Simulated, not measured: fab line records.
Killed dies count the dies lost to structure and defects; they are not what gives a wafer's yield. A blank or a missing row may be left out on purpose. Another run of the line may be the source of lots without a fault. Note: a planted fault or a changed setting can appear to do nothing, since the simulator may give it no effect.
Chamber matching ; flow gf180mcu ; cmp-02 running GF_STI_CMP_25: 4 sister chambers
The step polishes, stops on Si3N4, t overpolish 31.66 s, target thk 524.6 nm. 8 wafers are shown with their chamber, then 8 later ones without.

== WAFERS PAIRED WITH THEIR CHAMBERS ==
wafer;chamber;motor_current_A (A);time_to_endpoint_s (s)
L743.2;1;14.1;127.8
L744.2;1;13.4;122.3
L744.3;0;12.3;125.7
L745.1;2;13.3;120.8
L745.6;0;13.1;122.5
L746.3;3;13.3;121.0
L746.5;3;12.0;120.6
L746.6;2;13.3;126.9

== WAFERS MISSING THEIR CHAMBER ==
wafer;motor_current_A (A);time_to_endpoint_s (s)
L747.2;12.7;125.5
L747.3;12.7;124.7
L747.4;13.2;127.6
L750.2;13.6;115.3
L750.3;12.1;124.7
L750.6;13.0;126.2
L752.1;12.5;125.6
L752.3;13.4;123.8

== WHICH CHAMBER EACH WENT THROUGH ==
wafer;from the rows above;in truth
L747.2;can't be placed: 0 or 2 or 3 or 1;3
L747.3;can't be placed: 0 or 2 or 3 or 1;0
L747.4;can't be placed: 2 or 1 or 0 or 3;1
L750.2;can't be placed: 3 or 2 or 1 or 0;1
L750.3;can't be placed: 0 or 3 or 2 or 1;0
L750.6;can't be placed: 0 or 2 or 1 or 3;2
L752.1;can't be placed: 0 or 2 or 3 or 1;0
L752.3;can't be placed: 2 or 1 or 0 or 3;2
Correct placement for 0 of the 8. Unplaceable from these rows: 8, with the true chamber sitting among the candidates in 8. Placed wrongly: 0.
How it was worked out, from the rows above alone: a wafer's distance from a chamber is the root of the sum, over the readings, of the square of ((its reading less the chamber's mean) divided by the reading's scatter). The wafer belongs to the nearest chamber; if the next one is less than 2 further off, it can't be placed. The mean given for a chamber averages the wafers shown for that chamber. The scatter is the square root of a quotient: the sum, over the shown wafers, of each reading's squared deviation from its chamber's mean, divided by wafers minus chambers.
